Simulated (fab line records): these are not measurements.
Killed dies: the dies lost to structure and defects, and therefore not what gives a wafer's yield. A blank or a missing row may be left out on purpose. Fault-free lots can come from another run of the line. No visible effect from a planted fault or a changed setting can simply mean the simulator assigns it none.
A struck lot beside a sound one -- flow sky130 -- 14 steps out of a route of 708
Sound: the wafers L518.1, L518.3, L518.6. Struck: wafers L515.1, L515.4, L515.6. Last of all comes the cause.
At each step with rows: each side's tool, then ch and its chambers, then its first start. Under that, the readings that differ: sound wafers -- struck wafers -- difference of the means -- sigmas: that difference in standard deviations of wafers without a fault.
alike: readings with means less than 2 such deviations apart, plus words and numbers identical on both sides. not compared: withheld readings, readings lacking a value on some wafer, bounds such as >300 that could conceal the same value, and numbers that have no deviation in the record and whose values overlap.
Wherever a step has rows on one side only, a row that says differs or no value, or a row with sigmas, the two part there. Numbers that have no deviation but don't overlap get no sigmas and don't part them. A reading missing from all wafers of one side parts the sides only when that side holds two or more wafers.

first, 4 steps without rows for these wafers: SKY_LDD_HVN_SOFTBAKE_03 (time 60 s); SKY_LDD_HVN_EXPOSE_04 (exposes mask HVNTM, target cd 700 nm); SKY_LDD_HVN_PEB_05; SKY_LDD_HVN_DEVELOP_06 (develop time 60 s).
SKY_LDD_HVN_OVL_MEAS_07:
  struck on overlay-02, day 24 15:47; sound on overlay-02, day 25 12:08
  alike: LDD_HVN_OVL
next, for these wafers, 1 step has no rows: SKY_LDD_HVN_IMPLANT_08.
SKY_LDD_HVN_STRIP_09: strips in O2/N2.
  sound on plasma_asher-04 ch 0,1, day 25 12:19; struck on plasma_asher-01 ch 0,1, day 24 15:58
  alike: drypump_motor_current_A, oes_product_au, strip_time_to_endpoint_s
  not compared: rf_hours_counter_h
SKY_LDD_HVN_TW_MEAS_10:
  struck on film_metro-02, day 24 16:04; sound on film_metro-02, day 25 12:25
  alike: LDD_HVN_TW
then, 4 steps without rows for these wafers: SKY_LDD_HVP_DEHYDRATE_00 (time 60 s); SKY_LDD_HVP_HMDS_01 (prime time 60 s); SKY_LDD_HVP_COAT_02 (resist thk 300 nm); SKY_LDD_HVP_SOFTBAKE_03 (time 60 s).
SKY_LDD_HVP_EXPOSE_04: exposes mask HVPTM, target cd 700 nm.
  sound on iline_stepper-01 ch 0, day 26 02:53; struck on iline_stepper-02, day 25 07:11
  no value came back on the struck wafers for exposure_dose_mJ_cm2, focus_offset_nm (nm), stage_vel_mm_s (mm/s); on the sound wafers exposure_dose_mJ_cm2 reads 86.00 85.91 85.87
  alike: mask
next, for these wafers, 1 step has no rows: SKY_LDD_HVP_PEB_05.

## WHERE THEY PART
Only at SKY_LDD_HVP_EXPOSE_04, as far as this record shows.

WHY: what had been put in by the simulator
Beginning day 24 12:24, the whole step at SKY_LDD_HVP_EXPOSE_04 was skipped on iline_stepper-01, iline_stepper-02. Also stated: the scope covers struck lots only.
